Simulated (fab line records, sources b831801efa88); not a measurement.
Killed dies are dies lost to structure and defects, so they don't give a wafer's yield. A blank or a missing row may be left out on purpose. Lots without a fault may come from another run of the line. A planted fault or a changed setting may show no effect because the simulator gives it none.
A struck lot beside a sound one | flow sky130 | 15 steps out of a route of 708
Sound: wafers L438.3, L438.4, L438.6. Struck: wafers L448.1, L448.3, L448.4. The cause comes at the end.
At each step with rows: each side's tool, then ch and its chambers, then its first start. Under that, the readings that differ: sound wafers | struck wafers | difference of the means | sigmas: that difference in standard deviations of wafers without a fault.
alike: readings whose means differ by less than 2 such deviations, and words and numbers that are the same on both sides. not compared: withheld readings, readings that some wafer has no value for, bounds like >300 that may hide the same value, and numbers for which the record gives no deviation and whose values overlap.
The two part at a step that has a row with sigmas, a row that says differs or no value, or rows on one side only. Numbers that don't overlap but have no deviation are shown without sigmas and don't part them. A reading that every wafer of one side lacks parts them only if that side has two wafers or more.

SKY_LDD_P_OVL_MEAS_08:
  sound on overlay-01, day 22 20:19; struck on overlay-01, day 25 17:31
  alike: LDD_P_OVL
then, 1 step without rows for these wafers: SKY_LDD_P_IMPLANT_09.
SKY_LDD_P_STRIP_10: strips in O2/N2.
  sound on plasma_asher-04 ch 0,1, day 22 20:32; struck on plasma_asher-01 ch 0,1, day 25 17:41
  reading                     | sound       | struck      | difference | sigmas
  drypump_motor_current_A (A) | 5.9 5.9 5.9 | 5.3 5.3 5.1 | -0.7       | -2
  alike: n2_flow_sccm, oes_product_au, strip_time_to_endpoint_s
  not compared: rf_hours_counter_h
SKY_LDD_P_TW_MEAS_11:
  sound on film_metro-01, day 22 20:37; struck on film_metro-01, day 25 17:47
  alike: LDD_P_TW
then, 7 steps without rows for these wafers: SKY_LDD_HVN_DEHYDRATE_00 (time 60 s); SKY_LDD_HVN_HMDS_01 (prime time 60 s); SKY_LDD_HVN_COAT_02 (resist thk 300 nm); SKY_LDD_HVN_SOFTBAKE_03 (time 60 s); SKY_LDD_HVN_EXPOSE_04 (exposes mask HVNTM, target cd 700 nm); SKY_LDD_HVN_PEB_05; SKY_LDD_HVN_DEVELOP_06 (develop time 60 s).
SKY_LDD_HVN_OVL_MEAS_07:
  sound on overlay-01, day 24 02:18; struck on overlay-02, day 26 23:02
  alike: LDD_HVN_OVL
SKY_LDD_HVN_IMPLANT_08:
  sound on implanter-01 ch 0, day 24 02:22; struck on implanter-01 ch 0, day 26 23:05
  reading       | sound                         | struck                        | difference | sigmas
  dose_ions_cm2 | 3.006e+13 3.004e+13 3.002e+13 | 3.051e+13 3.055e+13 3.051e+13 | +4.833e+11 | +14
SKY_LDD_HVN_STRIP_09: strips in O2/N2.
  sound on plasma_asher-04 ch 0,1, day 24 02:31; struck on plasma_asher-02 ch 0,1, day 26 23:14
  alike: drypump_motor_current_A, n2_flow_sccm, oes_product_au, strip_time_to_endpoint_s
  not compared: rf_hours_counter_h
SKY_PAD_OPEN_PROBE_99:
  the record has rows for the sound wafers here (prober-02, day 49 03:12) and none for the struck ones

WHERE THEY PART
First at SKY_LDD_P_STRIP_10; last, within this record, at SKY_PAD_OPEN_PROBE_99.

WHY: what the simulator had put in
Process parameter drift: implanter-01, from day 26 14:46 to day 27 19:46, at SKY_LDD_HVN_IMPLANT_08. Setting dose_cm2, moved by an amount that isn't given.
